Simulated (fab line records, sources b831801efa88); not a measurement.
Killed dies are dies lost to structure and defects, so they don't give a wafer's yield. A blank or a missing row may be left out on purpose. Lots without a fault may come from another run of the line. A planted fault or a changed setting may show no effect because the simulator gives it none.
One fault seen from 2 desks | flow sky130 | each desk has only its own numbers; what lay behind them comes last

THE METROLOGY DESK
What the gauges read, lot by lot, whatever tool the lot ran on: means of the sampled wafers that have a number. A lot is out of limits, marked OUT, if its mean lies more than 4 standard deviations from the usual mean; the brackets give that distance.
Columns: A = SD_N_TW at SKY_SD_N_TW_MEAS_12, usual 3994; B = METAL2_ALCU_RS at SKY_METAL2_RS_MEAS_05, usual 0.1272 ohm/sq; C = METAL2_ALCU_THK at SKY_METAL2_THK_MEAS_06, usual 250.9 nm
lot  | first seen here | A    | B                | C
L964 | day 27 20:26    | 3999 | 0.1274           | 251.3
L965 | day 28 05:05    | 3955 | 0.1277           | 252.6
L966 | day 28 19:51    | 4012 | 0.1244           | 255.2
L968 | day 29 12:14    | 3991 | 0.1275           | 251.4
L973 | day 30 19:17    | 4010 | 0.1065 (-19) OUT | 331.4 (+37) OUT
L974 | day 31 06:55    | 4050 | 0.0653 (-56) OUT | 484.8 (+99 or more) OUT
L975 | day 31 16:23    | 3986 | 0.0957 (-29) OUT | 368.4 (+53) OUT
L978 | day 32 13:28    | 4001 | 0.1267           | 252.2
L980 | day 33 08:06    | 3993 | 0.1279           | 248.8
L981 | day 33 17:05    | 4017 | 0.1273           | 248.7
L982 | day 33 21:47    | 3984 | 0.1265           | 252.8
L983 | day 34 07:24    | 3964 | 0.1268           | 248.5
L984 | day 34 08:23    | 4057 | 0.1268           | 249.6
L986 | day 34 18:26    | 3927 | 0.1257           | 251.4
L987 | day 35 01:32    | 3974 | 0.1278           | 251.4
This desk's finding: out of limits on L973, L974, L975; first on L973, day 36 17:34 (METAL2_ALCU_RS at SKY_METAL2_RS_MEAS_05). In limits: L964, L965, L966, L968, L978, L980, L981, L982, L983, L984, L986, L987.

THE TOOL OWNER'S DESK: pvd_sputter-01
The tool's own readings at SKY_METAL2_SPUTTER_02 (material AlCu, target thk 250 nm, time 13.3 s): means of the sampled wafers that have a number, for each lot that ran on this tool. A lot is out of limits, marked OUT, if its mean lies more than 4 standard deviations from the usual mean; the brackets give that distance.
Columns: A = throttle_valve_pct at SKY_METAL2_SPUTTER_02, usual 29.9 %
lot  | first seen here | A
L965 | day 34 07:14    | 29.3
L968 | day 35 13:03    | 28.9
L973 | day 36 17:28    | 29.3
L974 | day 37 04:51    | 29.4
L975 | day 37 13:59    | 29.5
L987 | day 40 16:51    | 29.5
This desk's finding: nothing out of limits on any of the 6 lots.

PUT TOGETHER
The metrology desk could have raised an alarm at day 36 17:34, on L973, L974, L975.
The tool owner's desk saw nothing out of limits.
The tool owner's desk has L973, L974, L975 on record, within its limits.
Of the lots named, all ran SKY_METAL2_SPUTTER_02 on pvd_sputter-01.

WHAT THE SIMULATOR HAD PUT IN
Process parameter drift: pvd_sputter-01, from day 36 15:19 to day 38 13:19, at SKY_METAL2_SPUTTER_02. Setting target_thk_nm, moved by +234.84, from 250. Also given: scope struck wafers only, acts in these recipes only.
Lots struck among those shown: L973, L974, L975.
Hours from the fault's start to each desk's first reading out of limits: the metrology desk, 2.
